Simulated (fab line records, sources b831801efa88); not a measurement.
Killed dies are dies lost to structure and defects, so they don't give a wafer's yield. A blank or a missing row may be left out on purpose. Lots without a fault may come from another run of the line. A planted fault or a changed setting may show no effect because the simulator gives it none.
Problem report in the 8D (eight disciplines) form, filled by code | flow sky130 | the parts of the form that need people (team, actions taken, sign-off) are left out

1. THE PROBLEM
VT_ADJUST_NCORE_TW at SKY_VT_ADJUST_NCORE_TW_MEAS_11 reads a mean of 227.8 on 6 wafers of 2 lots; wafers without a fault read 218.2 with a standard deviation of 1.5. That is +6.4 standard deviations from the usual mean.
First seen on wafer L622.2, day 10 15:28, on film_metro-01. The record holds 33 wafers of 11 lots with a number at this step. Rule for "out", or "out of limits": more than 4 standard deviations from the usual mean. The other wafers with a number count as sound.

2. WHAT IT IS AND WHAT IT IS NOT
question                    | is                     | is not
which readings at this step | VT_ADJUST_NCORE_TW     | -
which lots                  | L622, L627             | L615, L616, L618, L620, L634, L635, L636, L637, L638
which wafers of those lots  | all that have a number | -
read on which gauges        | film_metro-01          | film_metro-03, film_metro-04
when                        | from day 10 15:28      | up to then (12 sound wafers); but 15 sound wafers of L634, L635, L636, L637, L638 came after

3. SUSPECTS, AND WHAT RULES EACH OUT
Counting: a tool at a process step up to the reading stays a suspect if it ran every lot that is out and no sound lot after the first of them.
- the gauge at SKY_VT_ADJUST_NCORE_TW_MEAS_11: ruled out. All the wafers that are out were read on film_metro-01, but those of them that SKY_VT_ADJUST_NCORE_IMPLANT_09 has rows for are out there too, on other tools.
- rie_si-02 at SKY_FIELD_ISO_ETCH_17 (etches Si in HBr/Cl2/O2, target depth 342 nm, time 97.7 s): ruled out as a lasting fault. Sound lots L634, L635, L637 ran on it after its first lot that is out, L622 (day 3 17:46).
- cmp-01 at SKY_FIELD_ISO_CMP_27 (polishes, stops on Si3N4, t overpolish 16 s, target thk 457.8 nm): ruled out as a lasting fault. Sound lots L637, L638 ran on it after its first lot that is out, L622 (day 3 23:05).
- implanter-01 at SKY_VT_ADJUST_NCORE_IMPLANT_09: ruled out as a lasting fault. Sound lots L634, L635, L637 ran on it after its first lot that is out, L622 (day 10 15:14).
Left after counting: nothing in the record.

4. THE CAUSE (what the simulator had put in)
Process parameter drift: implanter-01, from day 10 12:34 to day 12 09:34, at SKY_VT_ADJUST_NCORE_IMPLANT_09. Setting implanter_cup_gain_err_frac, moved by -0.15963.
Counting ruled it out, wrongly: the rule takes a fault to strike every lot that its tool runs from its start on, and this one did not.

5. THE CHAIN OF EFFECTS, in route order
Each row: a reading whose mean over the struck wafers that have a number lies more than 3 standard deviations from the usual. Only readings for which the record gives a usual standard deviation are gone through. hours: the time from each lot's start at the first step in this table that gives one to its start at this step, as a median over the lots. sigmas: the change in usual standard deviations.
hours | step                           | reading            | usual   | on struck wafers | change | sigmas
0     | SKY_VT_ADJUST_NCORE_IMPLANT_09 | beam_on_s          | 10.03 s | 11.76            | +1.73  | +7.5
0     | SKY_VT_ADJUST_NCORE_IMPLANT_09 | faraday_current_uA | 13.5    | 11.5             | -2.0   | -6.1
0     | SKY_VT_ADJUST_NCORE_TW_MEAS_11 | VT_ADJUST_NCORE_TW | 218.2   | 227.8            | +9.6   | +6.4
The process steps in it:
- SKY_VT_ADJUST_NCORE_IMPLANT_09

6. WHAT WOULD HAVE CAUGHT IT SOONER
In this record the first reading out of limits at a measuring or inspecting step was taken at day 10 15:28, 3 hours after the fault began at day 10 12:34.
The tool's own readings at SKY_VT_ADJUST_NCORE_IMPLANT_09 were out on every struck wafer that the step has a row for (beam_on_s, faraday_current_uA): an alarm limit on them would have fired on the first of those.
